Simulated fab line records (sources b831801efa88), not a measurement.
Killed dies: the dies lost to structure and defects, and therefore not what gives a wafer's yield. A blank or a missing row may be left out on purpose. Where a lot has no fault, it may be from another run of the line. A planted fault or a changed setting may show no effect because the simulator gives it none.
fab line records	flow gf180mcu
[record] lots = 11	wafers = 33	last_day = 34
route steps=602 shown NSD@244 V2@386
lots that met no fault: taken from a fault-free run of the same line
start_h: hours from the record's opening day to when the first of the lot's shown wafers began	wait_h: hours since the lot's step before	" repeats the value in the row above	L1.1+2: a row that stands for several wafers	- no value present, or no start provided	* or withheld: withheld	< > ~ a bound
route shown NAME@n: a module of which the file shows steps, and the number in the route of the first	usual: average and standard deviation across the fault-free wafers	same: alike in all rows	chamber/n: place in a boat	sites: per-site readings	_std_site: how widely they spread, as a standard deviation	_edge_site: inner sites' mean taken away from outer sites' mean	radius_mm: for every site, how far away it sits from the centre of the wafer	mask NAME#n: copy n	behind: tool/chamber where the wafer was last shaped	hold: why the lot went on hold/how many hours it stayed there/how the hold came to an end	device: transistor that didn't switch, given as n, p or np	end of line: the same wafers' tests at the end of the route	a step with no rows: only its recipe	killed: dies that structure and defects cost at the first sort, which is not the same as the wafer's yield	map: per-die view of a wafer (x killed, . not killed, _ where there is no die)
set.NAME: the setting the step ran with; set.NAME@STEP: the setting that earlier step ran with	model.NAME: the simulator's own value behind a step, which no gauge read
a sample of lots followed through the steps of the route, with each step as a table and each wafer as a row
services: the hour from which a tool's chamber was out of use, counted from the record's first day as start_h (under 0 if before that day), plus the number of hours and why
[[steps]]
[step GF_NSD_IMPLANT_09]
[recipe] species = As	energy_kev = 60	dose_cm2 = 4e+15	tilt_deg = 7
[usual] beam_on_s = 18.1/1.2	dose_ions_cm2 = 4.001e+15/4.6e+12	end_station_pressure_torr = 1.35e-05/9.6e-07
lot.wafer	tool	chamber	start_h	wait_h	beam_on_s	dose_ions_cm2	end_station_pressure_torr
L196.2	implanter-01	0	295.02	0.0	19.4	3.999e+15	1.29e-05
L196.3	"	0	"	"	19.1	3.998e+15	1.29e-05
L196.6	"	0	"	"	20.4	3.994e+15	1.26e-05
L198.2	implanter-03	0	314.57	0.0	17.7	4.002e+15	1.4e-05
L198.3	"	0	"	"	18.0	4.004e+15	1.28e-05
L198.6	"	0	"	"	18.0	3.996e+15	1.4e-05
L199.4	implanter-02	0	320.83	0.1	16.9	4e+15	1.43e-05
L199.5	"	0	"	"	16.7	4.012e+15	1.51e-05
L199.6	"	0	"	"	16.8	4.008e+15	1.6e-05
L200.1	implanter-02	0	328.74	0.0	16.5	4e+15	1.47e-05
L200.2	"	0	"	"	16.8	4.001e+15	1.31e-05
L200.5	"	0	"	"	17.3	3.995e+15	1.39e-05
L201.1	implanter-02	0	334.91	0.0	17.4	4.001e+15	1.48e-05
L201.3	"	0	"	"	16.6	4.002e+15	1.31e-05
L201.5	"	0	"	"	17.1	4.001e+15	1.4e-05
L202.2	implanter-02	0	346.72	0.0	17.2	4.003e+15	1.52e-05
L202.4	"	0	"	"	16.5	3.997e+15	1.39e-05
L202.5	"	0	"	"	17.2	4.001e+15	1.49e-05
L212.3	implanter-01	0	426.55	0.1	19.6	4.007e+15	1.37e-05
L212.5	"	0	"	"	20.1	4e+15	1.32e-05
L212.6	"	0	"	"	19.8	4e+15	1.25e-05
L215.1	implanter-02	0	461.77	0.0	17.1	4.012e+15	1.34e-05
L215.3	"	0	"	"	17.0	4.005e+15	1.41e-05
L215.5	"	0	"	"	17.4	4.002e+15	1.45e-05
L217.2	implanter-02	0	472.87	0.0	16.4	3.998e+15	1.35e-05
L217.3	"	0	"	"	17.1	4.009e+15	1.48e-05
L217.5	"	0	"	"	16.9	4.002e+15	1.37e-05
L219.1	implanter-02	0	490.15	0.0	16.8	4.002e+15	1.44e-05
L219.3	"	0	"	"	16.6	4.006e+15	1.51e-05
L219.4	"	0	"	"	16.6	4.001e+15	1.36e-05
L218.1	implanter-03	0	490.35	0.0	17.4	4e+15	1.32e-05
L218.3	"	0	"	"	17.8	4.001e+15	1.3e-05
L218.5	"	0	"	"	17.7	4.007e+15	1.36e-05
[step GF_NSD_STRIP_11]
[recipe] chemistry = O2/N2	power_w = 1400	pressure_mtorr = 1500	platen_temp_c = 250	o2_flow_sccm = 3000	n2_flow_sccm = 300	overash_fraction = 0.5
[usual] chamber_pressure_mTorr = 1499.9/1.3	drypump_motor_current_A = 5.4/0.38	heater_power_w = 341/22	oes_product_au = 0.487/0.005	strip_time_to_endpoint_s = 22.96/0.04
lot.wafer	tool	chamber	start_h	wait_h	chamber_pressure_mTorr	drypump_motor_current_A	heater_power_w	oes_product_au	rf_hours_counter_h	strip_time_to_endpoint_s
L196.2	plasma_asher-01	0	295.29	0.1	1500.0	5.6	362	0.489	62	22.90
L196.3	"	1	"	"	1498.2	4.8	334	0.483	-	22.92
L196.6	"	1	"	"	1501.3	4.9	337	0.489	-	22.91
L198.2	plasma_asher-01	1	314.84	0.1	1498.9	4.9	330	0.490	64	22.92
L198.3	"	0	"	"	1499.9	5.6	361	0.488	-	22.95
L198.6	"	1	"	"	1499.9	4.9	330	0.480	-	22.96
L199.4	plasma_asher-03	0	321.09	0.1	1499.3	5.4	294	0.495	-	22.93
L199.5	"	0	"	"	1498.9	5.4	293	0.488	-	22.96
L199.6	"	1	"	"	1500.5	6.0	329	0.486	-	22.88
L200.1	plasma_asher-01	1	329.04	0.1	1501.7	4.9	328	0.486	66	22.95
L200.2	"	0	"	"	1497.7	5.6	360	0.494	66	22.97
L200.5	"	1	"	"	1498.4	4.9	335	0.493	-	22.90
L201.1	plasma_asher-04	0	335.21	0.1	1499.5	5.6	375	0.494	23	22.51
L201.3	"	1	"	"	1498.6	5.5	328	0.499	-	22.53
L201.5	"	1	"	"	1501.3	5.5	334	0.493	-	22.49
L202.2	plasma_asher-04	1	346.99	0.1	1500.9	5.5	337	0.489	24	22.51
L202.4	"	1	"	"	1500.7	5.5	326	0.483	-	22.52
L202.5	"	0	"	"	1498.5	5.7	381	0.488	-	22.54
L212.3	plasma_asher-04	1	426.83	0.1	1499.2	5.5	329	0.491	-	23.02
L212.5	"	1	"	"	1500.7	5.5	324	0.488	-	23.00
L212.6	"	0	"	"	1498.1	5.6	370	0.486	-	23.03
L215.1	plasma_asher-01	0	462.07	0.1	1501.5	5.6	359	0.493	3	23.00
L215.3	"	0	"	"	1498.9	5.6	353	0.486	-	22.99
L215.5	"	0	"	"	1498.9	5.6	343	0.490	-	22.95
L217.2	plasma_asher-03	0	473.15	0.1	1502.5	5.4	300	0.492	76	22.93
L217.3	"	0	"	"	1500.2	5.4	294	0.481	-	22.94
L217.5	"	1	"	"	1498.9	6.0	328	0.487	-	22.91
L219.1	plasma_asher-01	0	490.45	0.1	1497.3	5.6	342	0.489	6	22.91
L219.3	"	1	"	"	1498.3	4.9	333	0.487	-	22.93
L219.4	"	0	"	"	1498.3	5.6	349	0.490	-	22.96
L218.1	plasma_asher-04	1	490.65	0.1	1499.5	5.5	331	0.488	40	22.96
L218.3	"	1	"	"	1499.8	5.5	329	0.487	-	22.96
L218.5	"	0	"	"	1500.9	5.7	378	0.487	-	23.00
[step GF_PSD_RS_MEAS_14]
[recipe] thk_meas_gauge = four-point-probe
[usual] NSD_RS = 46.15/0.085
lot.wafer	tool	chamber	start_h	wait_h	NSD_RS[ohm/sq]
L196.2	film_metro-04	-	315.79	0.1	46.22
L196.3	"	-	"	"	45.92
L196.6	"	-	"	"	46.16
L198.2	film_metro-04	-	336.27	0.1	46.07
L198.3	"	-	"	"	46.08
L198.6	"	-	"	"	46.11
L199.4	film_metro-04	-	342.66	0.1	46.02
L199.5	"	-	"	"	46.13
L199.6	"	-	"	"	46.19
L200.1	film_metro-02	-	351.18	0.1	46.11
L200.2	"	-	"	"	46.14
L200.5	"	-	"	"	46.21
L201.1	film_metro-03	-	356.95	0.1	46.84
L201.3	"	-	"	"	46.72
L201.5	"	-	"	"	46.68
L202.2	film_metro-04	-	369.72	0.1	46.74
L202.4	"	-	"	"	46.84
L202.5	"	-	"	"	46.68
L212.3	film_metro-02	-	451.54	0.1	46.06
L212.5	"	-	"	"	46.34
L212.6	"	-	"	"	46.11
L215.1	film_metro-03	-	485.69	0.1	46.20
L215.3	"	-	"	"	46.17
L215.5	"	-	"	"	46.22
L217.2	film_metro-03	-	496.76	0.1	46.24
L217.3	"	-	"	"	46.20
L217.5	"	-	"	"	46.21
L219.1	film_metro-03	-	514.73	0.1	46.01
L219.3	"	-	"	"	46.03
L219.4	"	-	"	"	46.00
L218.1	film_metro-02	-	515.03	0.1	46.25
L218.3	"	-	"	"	46.18
L218.5	"	-	"	"	46.33
[step GF_V2_CMP_04]
[recipe] material = SiO2	down_force_psi = 4	platen_rpm = 60	pad_velocity_m_s = 0.94248
[usual] edge_zone_pressure_frac = 0.999/0.005	motor_current_A = 12.5/1.1	time_to_endpoint_s = 77/5.2
lot.wafer	tool	chamber	start_h	wait_h	edge_zone_pressure_frac	motor_current_A	time_to_endpoint_s
L196.3	cmp-02	1	436.02	0.0	0.997	12.1	70
L196.2	"	2	"	"	0.994	11.9	78
L196.6	"	1	"	"	0.989	11.5	82
L198.2	cmp-01	0	457.91	0.0	1.001	14.7	69
L198.3	"	2	"	"	1.003	12.7	78
L198.6	"	1	"	"	1.007	11.5	77
L199.4	cmp-02	1	466.08	0.0	1.003	11.6	80
L199.5	"	1	"	"	1.001	12.0	84
L199.6	"	2	"	"	1.000	12.5	73
L200.2	cmp-01	1	473.68	0.1	1.009	11.6	87
L200.1	"	3	"	"	1.000	11.5	81
L200.5	"	0	"	"	1.003	15.3	79
L201.3	cmp-01	1	492.22	0.0	1.007	11.0	74
L201.1	"	2	"	"	0.997	13.6	77
L201.5	"	1	"	"	0.996	11.9	77
L202.2	cmp-01	2	498.84	0.0	1.009	13.6	72
L202.4	"	1	"	"	0.995	11.1	76
L202.5	"	2	"	"	1.001	13.1	77
L212.3	cmp-01	1	573.87	0.0	1.002	11.9	73
L212.6	"	1	"	"	1.003	10.8	81
L212.5	"	2	"	"	0.999	13.4	82
L215.3	cmp-01	2	605.70	0.3	0.998	13.8	69
L215.1	"	3	"	"	1.000	11.8	78
L215.5	"	0	"	"	0.996	15.2	75
L217.2	cmp-02	3	614.34	0.0	0.999	12.5	78
L217.3	"	0	"	"	1.006	12.9	75
L217.5	"	3	"	"	0.994	12.0	88
L219.1	cmp-02	0	629.69	0.1	1.006	13.1	74
L219.4	"	2	"	"	0.997	12.2	70
L219.3	"	3	"	"	0.997	12.4	74
L218.3	cmp-02	2	631.53	0.0	0.999	12.7	71
L218.1	"	1	"	"	0.994	11.8	74
L218.5	"	2	"	"	0.995	12.0	74
[step GF_V2_OVL_MEAS_15]
[usual] V2_OVL = -1/4.9
lot.wafer	tool	chamber	start_h	wait_h	V2_OVL[nm]
L196.2	overlay-02	-	460.74	0.1	6
L196.3	"	-	"	"	5
L196.6	"	-	"	"	8
L198.2	overlay-01	-	482.27	0.1	0
L198.3	"	-	"	"	-1
L198.6	"	-	"	"	-1
L199.4	overlay-02	-	490.48	0.1	-3
L199.5	"	-	"	"	-1
L199.6	"	-	"	"	-5
L200.1	overlay-01	-	497.72	0.1	-4
L200.2	"	-	"	"	2
L200.5	"	-	"	"	-1
L201.1	overlay-02	-	515.57	0.1	1
L201.3	"	-	"	"	-2
L201.5	"	-	"	"	-5
L202.2	overlay-02	-	522.22	0.1	2
L202.4	"	-	"	"	-4
L202.5	"	-	"	"	-5
L212.3	overlay-02	-	595.33	0.1	-6
L212.5	"	-	"	"	-1
L212.6	"	-	"	"	2
L215.1	overlay-01	-	626.78	0.1	-6
L215.3	"	-	"	"	-6
L215.5	"	-	"	"	0
L217.2	overlay-01	-	635.34	0.1	0
L217.3	"	-	"	"	-2
L217.5	"	-	"	"	0
L219.1	overlay-01	-	650.06	0.1	-4
L219.3	"	-	"	"	-3
L219.4	"	-	"	"	-1
L218.1	overlay-01	-	651.87	0.1	8
L218.3	"	-	"	"	1
L218.5	"	-	"	"	4
[step GF_V2_RS_MEAS_24]
[recipe] thk_meas_gauge = four-point-probe	reads = W_of_V2_CVD_23+TiN_of_V2_SPUTTER_22+Ti_of_V2_SPUTTER_21
[usual] V2_W_RS = 0.329/0.0032
lot.wafer	tool	chamber	start_h	wait_h	V2_W_RS[ohm/sq]
L196.2	film_metro-02	-	461.70	0.1	0.332
L196.3	"	-	"	"	0.331
L196.6	"	-	"	"	0.330
L198.2	film_metro-01	-	483.32	0.1	0.328
L198.3	"	-	"	"	0.328
L198.6	"	-	"	"	0.332
L199.4	film_metro-04	-	491.44	0.1	0.329
L199.5	"	-	"	"	0.330
L199.6	"	-	"	"	0.334
L200.1	film_metro-02	-	498.74	0.1	0.333
L200.2	"	-	"	"	0.325
L200.5	"	-	"	"	0.330
L201.1	film_metro-04	-	516.64	0.1	0.325
L201.3	"	-	"	"	0.323
L201.5	"	-	"	"	0.328
L202.2	film_metro-01	-	523.34	0.1	0.330
L202.4	"	-	"	"	0.334
L202.5	"	-	"	"	0.333
L212.3	film_metro-02	-	596.27	0.1	0.334
L212.5	"	-	"	"	0.330
L212.6	"	-	"	"	0.332
L215.1	film_metro-04	-	628.13	0.1	0.332
L215.3	"	-	"	"	0.331
L215.5	"	-	"	"	0.331
L217.2	film_metro-01	-	636.26	0.1	0.325
L217.3	"	-	"	"	0.328
L217.5	"	-	"	"	0.331
L219.1	film_metro-01	-	650.97	0.1	0.331
L219.3	"	-	"	"	0.330
L219.4	"	-	"	"	0.330
L218.1	film_metro-04	-	652.89	0.2	0.329
L218.3	"	-	"	"	0.328
L218.5	"	-	"	"	0.328
[[services]]
tool	chamber	start_h	hours	kind
cmp-02	-	298.75	1.4	repair
cmp-02	-	312.45	0.4	repair
cmp-01	-	329.07	1.6	repair
cmp-02	-	336.07	6.4	repair
cmp-02	-	336.97	6.7	repair
implanter-02	-	360.42	3.8	repair
cmp-01	-	380.27	3.6	pm
cmp-01	-	384.10	0.3	repair
cmp-01	-	389.12	0.8	repair
cmp-01	-	404.09	4.0	pm
plasma_asher-01	-	421.25	9.0	pm
implanter-02	-	434.04	1.5	repair
cmp-01	-	465.69	1.8	repair
cmp-02	-	467.87	0.6	repair
cmp-02	-	485.82	1.8	repair
cmp-02	-	497.39	5.5	pm
cmp-02	-	507.94	0.3	repair
plasma_asher-01	-	514.86	34.5	repair
cmp-01	-	533.07	3.1	repair
cmp-01	-	542.79	6.9	pm
cmp-01	-	554.68	2.5	repair
plasma_asher-01	-	559.27	2.5	repair
cmp-01	-	584.73	0.4	repair
implanter-02	-	601.63	3.3	repair
[[key]]
[first_sign] step = GF_NSD_STRIP_11	reading = strip_time_to_endpoint_s	direction = down	sigmas = 11	usual = *	struck = *
[effect] step = GF_PSD_RS_MEAS_14	reading = NSD_RS	direction = up	sigmas = 7.1	usual = 46.15	struck = 46.75
met_at GF_NSD_IMPLANT_09
struck_lots L201,L202
tester_left_out L201,L202
not_acting_at GF_V2_CMP_04,GF_V2_OVL_MEAS_15,GF_V2_RS_MEAS_24
onset_between 328.74 334.91
[fault] kind = process_parameter_drift	tool = implanter-02	chamber = -	onset_h = 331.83	steps = GF_NSD_IMPLANT_09	channel = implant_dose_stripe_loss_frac	offset = 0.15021	shape = step	end_h = 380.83
// tester_left_out: of these lots the tester's yield and bins aren't shown, on N5 and GAA mostly nor the transistor test; their killed dies are dies lost to structure and defects alone, not to doping, threshold or leakage, so they don't give the yield
